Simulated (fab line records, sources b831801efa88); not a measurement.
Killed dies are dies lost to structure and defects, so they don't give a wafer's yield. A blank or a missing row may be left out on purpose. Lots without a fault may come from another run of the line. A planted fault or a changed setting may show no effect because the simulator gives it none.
One fault seen from 2 desks | flow gf180mcu | each desk has only its own numbers; what lay behind them comes last

THE TOOL OWNER'S DESK: pecvd-02
The tool's own readings at GF_SAB_CVD_00 (deposits SiO2 from TEOS, target thk 50 nm, time 4.9302 s): means of the sampled wafers that have a number, for each lot that ran on this tool. A lot is out of limits, marked OUT, if its mean lies more than 4 standard deviations from the usual mean; the brackets give that distance.
Columns: A = heater_power_w at GF_SAB_CVD_00, usual 641 W
lot  | first seen here | A
L894 | day 14 04:34    | 572
L897 | day 15 07:19    | 615
L899 | day 16 02:43    | 543
L900 | day 16 12:26    | 626
L901 | day 16 21:25    | 569
L908 | day 19 07:35    | 611
L911 | day 20 07:01    | 667
This desk's finding: nothing out of limits on any of the 7 lots.

THE METROLOGY DESK
What the gauges read, lot by lot, whatever tool the lot ran on: means of the sampled wafers that have a number. A lot is out of limits, marked OUT, if its mean lies more than 4 standard deviations from the usual mean; the brackets give that distance.
Columns: A = STI_OXIDATION_THK at GF_STI_THK_MEAS_02, usual 9.91 nm; B = SAB_CVD_00_THK at GF_SAB_THK_MEAS_01, usual 49.9 nm; C = cd_nm at GF_M1_CD_MEAS_14, usual 229.8 nm
lot  | first seen here | A     | B    | C
L894 | day 1 11:31     | 10.05 | 50.2 | 230.1
L895 | day 1 16:36     | 9.88  | 48.6 | 229.5
L897 | day 2 02:31     | 10.11 | 50.2 | 228.3
L899 | day 2 12:32     | 9.99  | 49.6 | 229.8
L900 | day 2 17:31     | 9.77  | 48.9 | 229.0
L901 | day 2 23:07     | 9.78  | 47.8 | 229.8
L908 | day 4 10:28     | 9.90  | 50.2 | 229.3
L910 | day 4 20:33     | 9.85  | 49.8 | 229.2
L911 | day 5 00:31     | 9.67  | 50.4 | 230.0
L912 | day 5 05:31     | 10.06 | 49.3 | 230.9
L913 | day 5 10:31     | 10.21 | 50.0 | 231.7
L914 | day 5 15:57     | 9.79  | 50.0 | 228.1
L915 | day 5 20:34     | 9.82  | 49.4 | 229.1
L916 | day 6 02:13     | 9.89  | 50.0 | 229.3
This desk's finding: nothing out of limits on any of the 14 lots.

PUT TOGETHER
The tool owner's desk saw nothing out of limits.
The metrology desk saw nothing out of limits.

WHAT THE SIMULATOR HAD PUT IN
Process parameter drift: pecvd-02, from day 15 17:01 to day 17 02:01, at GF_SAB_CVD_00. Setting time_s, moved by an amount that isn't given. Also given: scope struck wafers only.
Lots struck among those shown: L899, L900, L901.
